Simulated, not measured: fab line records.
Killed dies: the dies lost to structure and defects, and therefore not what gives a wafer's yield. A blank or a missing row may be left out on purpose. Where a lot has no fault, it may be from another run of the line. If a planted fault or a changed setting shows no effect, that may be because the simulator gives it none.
What tool caused it? ; flow sky130 ; 13 lots with 39 wafers sampled at 4 steps, on a route of 708 steps

== WHAT THE GAUGES READ, wafer by wafer ==
SKY_FIELD_ISO_CD_MEAS_13: the cd target is 150 nm.
lot;measured;on;cdNm (nm)
L894;day 2 05:35;cdSem-02;150.1 148.1 149.5
L895;day 2 10:40;cdSem-02;151.9 151.3 152.3
L896;day 2 15:01;cdSem-01;149.1 148.8 149.4
L897;day 2 21:15;cdSem-01;149.1 150.3 148.9
L898;day 3 01:51;cdSem-01;151.3 152.1 150.6
L900;day 3 11:42;cdSem-02;147.8 148.1 147.4
L903;day 4 06:17;cdSem-01;151.4 150.4 151.6
L905;day 4 13:21;cdSem-02;147.9 148.8 150.2
L907;day 4 23:48;cdSem-01;150.2 150.6 151.3
L913;day 6 09:06;cdSem-02;149.3 150.7 150.1
L914;day 6 15:30;cdSem-01;153.2 151.7 151.3
L916;day 6 23:49;cdSem-02;149.7 150.7 149.3
L917;day 7 04:16;cdSem-02;152.5 154.0 154.1

SKY_SONOS_TUNNEL_CD_MEAS_07: the cd target is 410 nm.
lot;measured;on;cdNm (nm)
L894;day 11 11:31;cdSem-01;413.3 411.4 410.2
L895;day 11 17:02;cdSem-01;409.4 409.5 408.8
L896;day 11 23:04;cdSem-01;408.5 409.9 408.4
L897;day 12 09:25;cdSem-01;412.3 410.2 408.9
L898;day 12 17:04;cdSem-01;412.8 409.7 409.8
L900;day 13 06:30;cdSem-02;410.4 411.5 409.5
L903;day 14 12:54;cdSem-02;410.2 411.8 411.3
L905;day 14 22:22;cdSem-02;405.3 405.2 402.3
L907;day 15 09:57;cdSem-02;408.7 408.7 409.1
L913;day 17 12:03;cdSem-01;408.1 407.6 407.0
L914;day 18 03:09;cdSem-01;409.6 407.8 408.4
L916;day 18 16:04;cdSem-02;411.6 410.3 410.5
L917;day 18 20:50;cdSem-02;410.0 409.6 408.0

== TOOL THAT RAN EACH LOT (tool first, then ch and the chambers of the sampled wafers, then the start) ==
lot;SKY_FIELD_ISO_CMP_27;SKY_NWELL_IMPLANT_24
L894;cmp-02 ch 0,1,3, day 2 11:56;implanter-04 ch 0, day 5 10:41
L895;cmp-01 ch 0,2,3, day 2 17:55;implanter-04 ch 0, day 5 15:56
L896;cmp-02 ch 0,3, day 2 20:46;implanter-03 ch 0, day 5 19:50
L897;cmp-02 ch 0,1,2, day 3 02:44;implanter-03 ch 0, day 6 03:32
L898;cmp-01 ch 0,1,3, day 3 09:07;implanter-02 ch 0, day 6 09:19
L900;cmp-01 ch 0,3, day 3 16:32;implanter-03 ch 0, day 6 18:59
L903;cmp-01 ch 0,2,3, day 4 14:06;implanter-03 ch 0, day 7 18:56
L905;cmp-01 ch 2,3, day 4 18:34;implanter-04 ch 0, day 8 00:59
L907;cmp-01 ch 0,1,3, day 5 04:04;implanter-02 ch 0, day 8 10:32
L913;cmp-01 ch 1,2,3, day 6 14:04;implanter-02 ch 0, day 10 01:44
L914;cmp-01 ch 0,1,3, day 6 19:32;implanter-02 ch 0, day 10 11:14
L916;cmp-02 ch 1,3, day 7 04:47;implanter-02 ch 0, day 10 20:01
L917;cmp-01 ch 0,1,3, day 7 08:41;implanter-04 ch 0, day 11 01:08
- SKY_FIELD_ISO_CMP_27: polishes, stops on Si3N4, t overpolish 16 s, target thk 457.8 nm.
- SKY_NWELL_IMPLANT_24

== WHAT THE TOOLS THEMSELVES READ (means of the sampled wafers that have a number; where no wafer has one, the mark that the record gives instead) ==
SKY_FIELD_ISO_CMP_27.
lot;tool;motorCurrentA (A);overpolishRunS (s);timeToEndpointS (s)
L894;cmp-02;12.6;15.993;113
L895;cmp-01;11.3;16.001;115
L896;cmp-02;12.1;16.009;108
L897;cmp-02;11.9;16.000;118
L898;cmp-01;11.6;16.010;116
L900;cmp-01;11.2;16.003;120
L903;cmp-01;11.2;16.003;115
L905;cmp-01;10.8;16.006;116
L907;cmp-01;11.1;16.008;117
L913;cmp-01;11.4;16.008;114
L914;cmp-01;11.1;16.000;118
L916;cmp-02;14.0;16.002;116
L917;cmp-01;11.5;16.003;117

SKY_NWELL_IMPLANT_24.
lot;tool;doseIonsCm2;faradayCurrentUA
L894;implanter-04;9.196e+12;52.4
L895;implanter-04;9.217e+12;51.4
L896;implanter-03;9.190e+12;51.5
L897;implanter-03;9.208e+12;52.2
L898;implanter-02;9.202e+12;51.9
L900;implanter-03;9.215e+12;52.2
L903;implanter-03;9.207e+12;52.0
L905;implanter-04;9.200e+12;52.2
L907;implanter-02;9.194e+12;52.3
L913;implanter-02;9.192e+12;51.5
L914;implanter-02;1.022e+13;57.4
L916;implanter-02;1.024e+13;57.2
L917;implanter-04;9.193e+12;52.1

== THE ANSWER, worked out from the rows above alone ==
Rule: the usual values come from the lots themselves. Put in order of their means at a reading, lots are off if they are a third of the lots or fewer, leave a main group of 4 or more, and stand apart from it by a gap of 3 or more times the standard deviation of the main group's means; of several such gaps the widest counts. If all means in a main group match to the digits the tables above print for the reading, that group is not used. Also off: a lot with no number at a reading for which 4 or more lots have one. Any other lot the step has rows for is counted as sound. After the gauges, taken in route order, come the tools' own readings; for these a lot's mean is taken, as printed above. The first step at which some lot is off is used, and at that step the reading that is off furthest; a lot without a number counts as furthest.
Off: L914, L916, at SKY_NWELL_IMPLANT_24 (doseIonsCm2). Main group: mean 9.201e+12, sd 8.9e+09.
If a tool, at that step or one of the process steps before it, ran each lot that is off and ran no sound lot following the first of them, it fits. One candidate fits, namely implanter-02 at SKY_NWELL_IMPLANT_24. A fault onset in the window from L913 (day 10 01:44, its last sound lot) to L914 (day 10 11:14, its first lot off) fits.
The tool's own readings at SKY_NWELL_IMPLANT_24 bear it out: on the lots that are off they differ by more than 5 times the standard deviation of the sound lots' means. doseIonsCm2 reads 1.023e+13 there against 9.201e+12 on the sound lots; faradayCurrentUA reads 57.3 there against 52.0 on the sound lots.

== WHAT THE SIMULATOR HAD INSERTED ==
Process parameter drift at SKY_NWELL_IMPLANT_24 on implanter-02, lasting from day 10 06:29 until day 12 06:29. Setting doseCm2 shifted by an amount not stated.
Shown lots that were struck: L914, L916. The rule above found the same.
